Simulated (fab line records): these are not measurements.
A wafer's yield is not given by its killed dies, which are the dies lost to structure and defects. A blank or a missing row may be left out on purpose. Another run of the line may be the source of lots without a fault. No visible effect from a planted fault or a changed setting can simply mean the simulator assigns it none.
2 desks, one fault || flow sky130 || what lay behind the numbers comes last; until then each desk has only its own

== THE TOOL OWNER'S DESK: rie metal-03 ==
The tool's own readings at SKY_METAL1_METAL_ETCH_19 (etches the open film in Cl2/BCl3, stops on SiO2, target depth 360 nm, time 78 s): means of the sampled wafers that have a number, for each lot that ran on this tool. Any lot whose mean is over 4 standard deviations away from the usual mean is out of limits and marked OUT; that distance is given in the brackets.
Columns: A = drypump motor current A at SKY_METAL1_METAL_ETCH_19, usual 5.8 A; B = oes product au at SKY_METAL1_METAL_ETCH_19, usual 0.854 a.u.; C = throttle valve pct at SKY_METAL1_METAL_ETCH_19, usual 22.266 %
{"lot": "L770", "first seen here": "day 32 22:42", "A": 5.8, "B": 0.851, "C": 22.266}
{"lot": "L771", "first seen here": "day 33 15:47", "A": 6.1, "B": 0.859, "C": 22.270}
{"lot": "L773", "first seen here": "day 34 01:59", "A": 6.1, "B": 0.852, "C": 22.262}
{"lot": "L775", "first seen here": "day 34 23:10", "A": 6.0, "B": 0.850, "C": 22.276}
{"lot": "L776", "first seen here": "day 35 07:10", "A": 6.0, "B": 0.860, "C": 22.260}
{"lot": "L785", "first seen here": "day 37 19:39", "A": 5.8, "B": 0.852, "C": 22.268}
{"lot": "L789", "first seen here": "day 39 01:31", "A": 6.1, "B": 0.846, "C": 22.271}
{"lot": "L791", "first seen here": "day 39 22:04", "A": 6.0, "B": 0.862, "C": 22.272}
This desk's finding: nothing out of limits on any of the 8 lots.

== AT THE METROLOGY DESK ==
What the gauges read for every lot (on any tool): the sampled wafers with a number, averaged. Any lot whose mean is over 4 standard deviations away from the usual mean is out of limits and marked OUT; that distance is given in the brackets.
Columns: A = cd nm at SKY_LOCAL_INTERCONNECT_CD_MEAS_11, usual 170.2 nm; B = cd nm at SKY_CONTACT_CD_MEAS_14, usual 170.1 nm
{"lot": "L769", "first seen here": "day 30 03:47", "A": 169.5, "B": 167.2}
{"lot": "L770", "first seen here": "day 30 11:45", "A": 168.5, "B": 170.0}
{"lot": "L771", "first seen here": "day 31 06:35", "A": 172.1, "B": 169.0}
{"lot": "L773", "first seen here": "day 31 17:04", "A": 172.1, "B": 170.0}
{"lot": "L775", "first seen here": "day 32 15:38", "A": 166.3, "B": 172.8}
{"lot": "L776", "first seen here": "day 32 22:48", "A": 171.1, "B": 169.0}
{"lot": "L784", "first seen here": "day 35 07:27", "A": 170.9, "B": 171.2}
{"lot": "L785", "first seen here": "day 35 11:47", "A": 170.4, "B": 172.0}
{"lot": "L786", "first seen here": "day 35 23:15", "A": 171.1, "B": 171.1}
{"lot": "L787", "first seen here": "day 36 04:53", "A": 170.6, "B": 171.6}
{"lot": "L788", "first seen here": "day 36 14:17", "A": 170.0, "B": 170.3}
{"lot": "L789", "first seen here": "day 36 19:03", "A": 170.4, "B": 170.6}
{"lot": "L791", "first seen here": "day 37 16:03", "A": 171.2, "B": 169.0}
{"lot": "L792", "first seen here": "day 37 20:54", "A": 171.5, "B": 171.5}
This desk's finding: nothing out of limits on any of the 14 lots.

== ALL TOGETHER ==
The desk of the tool owner found nothing out of limits.
Nothing out of limits was seen by the metrology desk.

== WHAT THE SIMULATOR PUT IN ==
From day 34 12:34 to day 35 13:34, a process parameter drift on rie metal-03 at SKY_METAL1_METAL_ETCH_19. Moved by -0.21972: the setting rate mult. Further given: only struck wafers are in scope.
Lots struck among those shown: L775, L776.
